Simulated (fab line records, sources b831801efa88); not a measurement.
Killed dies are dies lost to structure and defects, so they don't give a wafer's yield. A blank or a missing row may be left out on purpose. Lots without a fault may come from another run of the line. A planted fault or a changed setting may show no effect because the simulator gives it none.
Tool commonality check | flow sky130 | 14 lots, 42 wafers sampled

WHY IT WAS OPENED
At SKY_VT_ADJUST_LVTN_TW_MEAS_21 the reading VT_ADJUST_LVTN_2_TW is flagged on 2 of 14 lots. Wafers without a fault read 187.3, standard deviation 2.8.
Rule: a lot is flagged when every wafer of it that has a number lies more than 4 standard deviations from that mean, or none has a number. The other lots count as sound.

lot  | measured     | on            | VT_ADJUST_LVTN_2_TW, wafer by wafer | flag
L376 | day 7 15:05  | film_metro-02 | 186.1 186.3 185.5                   |
L377 | day 7 20:03  | film_metro-04 | 190.5 190.8 190.3                   |
L380 | day 8 16:52  | film_metro-01 | 224.1 224.6 223.5                   | FLAGGED
L382 | day 9 07:08  | film_metro-02 | 185.2 184.0 184.9                   |
L383 | day 9 09:14  | film_metro-02 | 184.4 184.5 183.9                   |
L385 | day 10 05:15 | film_metro-04 | 231.3 230.8 231.2                   | FLAGGED
L388 | day 11 01:41 | film_metro-01 | 185.4 185.5 185.5                   |
L391 | day 12 00:11 | film_metro-04 | 191.6 192.3 192.8                   |
L392 | day 12 04:33 | film_metro-02 | 185.7 187.1 186.5                   |
L394 | day 12 17:31 | film_metro-02 | 187.4 186.9 187.4                   |
L395 | day 12 21:40 | film_metro-02 | 186.6 187.9 185.9                   |
L396 | day 13 11:29 | film_metro-02 | 185.3 186.8 184.8                   |
L397 | day 13 19:23 | film_metro-04 | 190.1 190.4 190.4                   |
L399 | day 14 08:11 | film_metro-01 | 185.6 184.6 185.3                   |
The numbers of the flagged lots are 227.6 on average: +40.3 against the usual, or +14 standard deviations.

WHICH TOOL RAN EACH LOT
The record holds 1 process step before the reading, out of a route of 708 steps. In each cell: the tool, then ch and the chambers that the sampled wafers went through, then the start.
lot  | flag    | SKY_VT_ADJUST_LVTN_IMPLANT_19
L376 |         | implanter-04 ch 0, day 7 14:50
L377 |         | implanter-02 ch 0, day 7 19:49
L380 | FLAGGED | implanter-01 ch 0, day 8 16:17
L382 |         | implanter-04 ch 0, day 9 06:53
L383 |         | implanter-02 ch 0, day 9 09:02
L385 | FLAGGED | implanter-01 ch 0, day 10 04:41
L388 |         | implanter-02 ch 0, day 11 01:26
L391 |         | implanter-01 ch 0, day 11 23:56
L392 |         | implanter-01 ch 0, day 12 04:19
L394 |         | implanter-01 ch 0, day 12 17:17
L395 |         | implanter-01 ch 0, day 12 21:25
L396 |         | implanter-04 ch 0, day 13 11:14
L397 |         | implanter-01 ch 0, day 13 19:10
L399 |         | implanter-04 ch 0, day 14 07:56
What these steps do:
- SKY_VT_ADJUST_LVTN_IMPLANT_19
- SKY_VT_ADJUST_LVTN_TW_MEAS_21

FLAGGED OVER TOTAL, TOOL BY TOOL (the gauges that took the reading come last)
step                          | tool          | lots run | flagged | share of the flagged lots | sound lots run after its first flagged lot
SKY_VT_ADJUST_LVTN_IMPLANT_19 | implanter-01  | 7        | 2       | all                       | 5 (L391,L392,L394,L395,L397)
SKY_VT_ADJUST_LVTN_IMPLANT_19 | implanter-02  | 3        | 0       | none                      | -
SKY_VT_ADJUST_LVTN_IMPLANT_19 | implanter-04  | 4        | 0       | none                      | -
SKY_VT_ADJUST_LVTN_TW_MEAS_21 | film_metro-01 | 3        | 1       | some                      | 2 (L388,L399)
SKY_VT_ADJUST_LVTN_TW_MEAS_21 | film_metro-02 | 7        | 0       | none                      | -
SKY_VT_ADJUST_LVTN_TW_MEAS_21 | film_metro-04 | 4        | 1       | some                      | 2 (L391,L397)

WHAT THE TABLE ALLOWS
1 row of the table ran every flagged lot: implanter-01 at SKY_VT_ADJUST_LVTN_IMPLANT_19.
- implanter-01 at SKY_VT_ADJUST_LVTN_IMPLANT_19: 2 of its 7 lots flagged. Sound lots ran on it after the first flagged one (L391, L392, L394, L395, L397), which a lasting fault on the whole tool wouldn't allow.
No row of the table ran every flagged lot and no sound lot after the first.

WHAT THE SIMULATOR HAD PUT IN
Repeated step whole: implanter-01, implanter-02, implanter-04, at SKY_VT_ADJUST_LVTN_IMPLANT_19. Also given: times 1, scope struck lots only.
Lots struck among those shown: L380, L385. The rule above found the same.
